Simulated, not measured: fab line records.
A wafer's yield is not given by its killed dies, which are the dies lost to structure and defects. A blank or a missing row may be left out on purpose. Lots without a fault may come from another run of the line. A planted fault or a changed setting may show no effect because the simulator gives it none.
A struck lot beside a sound one + flow sky130 + 37 out of 708 route steps
Sound: the wafers L781.3, L781.5, L781.6. Struck: wafer L771.4 (left out: L771.2, L771.6 of the same lot, which were not struck); the cause appears at the end.
Each step with rows lists, per side, the tool, then ch with its chambers, then its first start. Under that, the readings that differ: sound wafers + struck wafers + difference of the means + sigmas: that difference in standard deviations of wafers without a fault.
alike: same words and numbers on both sides, and readings whose means sit less than 2 such deviations apart. not compared: any withheld reading, any reading some wafer has no value for, any bound like >300 that may hide the same value, and any number with overlapping values for which the record gives no deviation.
Wherever a step has rows on one side only, a row that says differs or no value, or a row with sigmas, the two part there. Numbers that don't overlap but have no deviation are shown without sigmas and don't part them. Lack of a reading on every wafer of one side parts them only where that side has two or more wafers.

first, 9 steps without rows for these wafers: SKY_VIA3_SPUTTER_20 (material TiN, target thk 20 nm, time 80 s); SKY_VIA3_CVD_21 (deposits W, target thk 390 nm, time 117.31 s); SKY_VIA3_CMP_24 (polishes, stops on SiO2, t overpolish 20 s, target thk 0 nm); SKY_METAL4_SPUTTER_00 (material Ti, target thk 15 nm, time 10 s); SKY_METAL4_SPUTTER_01 (material TiN, target thk 20 nm, time 16.7 s); SKY_METAL4_SPUTTER_02 (material AlCu, target thk 735 nm, time 39.1 s); SKY_METAL4_SPUTTER_03 (material Ti, target thk 5 nm, time 3.3 s); SKY_METAL4_SPUTTER_04 (material TiN, target thk 70 nm, time 58.3 s); SKY_CAP2M_CVD_00 (deposits SiO2, target thk 15.5 nm).
SKY_CAP2M_SPUTTER_02: material TiN, target thk 200 nm, time 166.7 s.
  sound on pvd-sputter-02, day 46 09:16; struck on pvd-sputter-03, day 43 04:11
| reading                                   | sound             | struck | difference | sigmas |
|-------------------------------------------|-------------------|--------|------------|--------|
| model.TiN_of_CAP2M_SPUTTER_02.thk-nm (nm) | 199.1 200.2 199.2 | 107    | -92        |        |
  alike: throttle-valve-pct
SKY_CAP2M_RS_MEAS_03: a four-point-probe measurement.
  sound on film-metro-01, day 46 09:25; struck on film-metro-02, day 43 04:36
| reading               | sound          | struck | difference | sigmas |
|-----------------------|----------------|--------|------------|--------|
| CAP2M_TIN_RS (ohm/sq) | 6.94 6.91 6.94 | 13.17  | +6.24      | +78    |
  not compared: hold
SKY_CAP2M_THK_MEAS_04: measures by xrf.
  sound on film-metro-01, day 46 09:31; struck on film-metro-02, day 43 12:05
| reading            | sound             | struck | difference | sigmas |
|--------------------|-------------------|--------|------------|--------|
| CAP2M_TIN_THK (nm) | 198.6 199.6 198.6 | 107.1  | -91.8      | -37    |
  not compared: hold
then, 6 steps without rows for these wafers: SKY_CAP2M_HMDS_06 (prime time 60 s); SKY_CAP2M_COAT_07 (resist thk 1140 nm); SKY_CAP2M_SOFTBAKE_08 (time 60 s); SKY_CAP2M_EXPOSE_09 (exposes mask CAP2M, target cd 1000 nm); SKY_CAP2M_PEB_10; SKY_CAP2M_DEVELOP_11 (develop time 60 s).
SKY_CAP2M_METAL_ETCH_13: etches TiN in Cl2/BCl3, stops on SiO2, target depth 220 nm, time 62.9 s.
  sound on rie-metal-04 ch 0,1, day 47 05:29; struck on rie-metal-04 ch 0, day 44 01:31
| reading                | sound                | struck | difference | sigmas |
|------------------------|----------------------|--------|------------|--------|
| oes-product-au (a.u.)  | 0.942 0.933 0.937    | 0.677  | -0.260     | -33    |
| throttle-valve-pct (%) | 21.910 21.906 21.905 | 22.064 | +0.157     | +17    |
  alike: bcl3-flow-sccm, drypump-motor-current-A
  not compared: rf-hours-counter-h
then, 16 steps without rows for these wafers: SKY_CAP2M_STRIP_14 (strips in O2/N2); SKY_CAP2M_STRIP_15 (strips in post etch residue remover, time 1200 s); SKY_CAP2M_CLEAN_16 (cleans in IPA, time 180 s); SKY_CAP2M_CLEAN_17 (cleans in O3/DIW); SKY_METAL4_DEHYDRATE_05 (time 60 s); SKY_METAL4_HMDS_06 (prime time 60 s); SKY_METAL4_COAT_07 (resist thk 60 nm); SKY_METAL4_COAT_08 (resist thk 1158 nm); SKY_METAL4_SOFTBAKE_09 (time 90 s); SKY_METAL4_EXPOSE_10 (exposes mask MM4, target cd 300 nm); SKY_METAL4_PEB_11; SKY_METAL4_DEVELOP_12 (develop time 60 s); SKY_METAL4_DESCUM_15 (chemistry O2, time 8 s); SKY_METAL4_ETCH_16 (etches BARC in N2/H2, stops on SiO2, time 88.2 s, target depth 60 nm); SKY_METAL4_ETCH_17 (etches SiO2 in C4F8/O2/Ar, stops on TiN, time 3.9 s, target depth 15 nm); SKY_METAL4_METAL_ETCH_18 (etches the open film in Cl2/BCl3, stops on SiO2, target depth 845 nm, time 183.1 s).
SKY_METAL4_STRIP_20: strips in post etch residue remover, time 1200 s.
  sound on wet-bench-03 ch 2, day 48 01:29; struck on wet-bench-02 ch 1, day 45 00:19
| reading                                   | sound             | struck | difference | sigmas |
|-------------------------------------------|-------------------|--------|------------|--------|
| model.TiN_of_CAP2M_SPUTTER_02.thk-nm (nm) | 198.2 199.4 198.4 | 106.1  | -92.6      |        |
-- the record jumps here: 4 days lie between the struck wafers' starts before and after (it left off in module METAL4 and takes up again in module PAD_OPEN, whose first step shown is number 708 of the route) --
SKY_PAD_OPEN_PROBE_99:
  sound on prober-02, day 51 01:55; struck on prober-01, day 48 14:21
| reading                               | sound                | struck | difference | sigmas |
|---------------------------------------|----------------------|--------|------------|--------|
| model.etest.cap-mim2.plate-ohm-sq     | 6.011 5.975 6.019    | 11.16  | +5.16      |        |
| model.etest.cap-mim2.bv-v (V)         | 14.07 13.84 13.73    | 11.99  | -1.89      |        |
| model.etest.cap-mim2.leak-log10-a-cm2 | -8.979 -8.842 -8.879 | -7.853 | +1.047     |        |
  alike: defect-limited-yield, killed_at_M0_to_M3, killed_at_M4_up, killed-at-contacts, killed-at-front-end, killed-at-other, killed-dies, killed-open, killed-short, sort_bin_3_pad_short, sort_bin_5_function, sort_bin_6_memory, sort-n-pass, sort-yield-pct

WHERE THEY PART
Last at SKY_CAP2M_METAL_ETCH_13 as far as this record goes, first at SKY_CAP2M_RS_MEAS_03. Later steps at which nothing parts them and some readings are alike: SKY_PAD_OPEN_PROBE_99.

WHY: whatever the simulator had introduced
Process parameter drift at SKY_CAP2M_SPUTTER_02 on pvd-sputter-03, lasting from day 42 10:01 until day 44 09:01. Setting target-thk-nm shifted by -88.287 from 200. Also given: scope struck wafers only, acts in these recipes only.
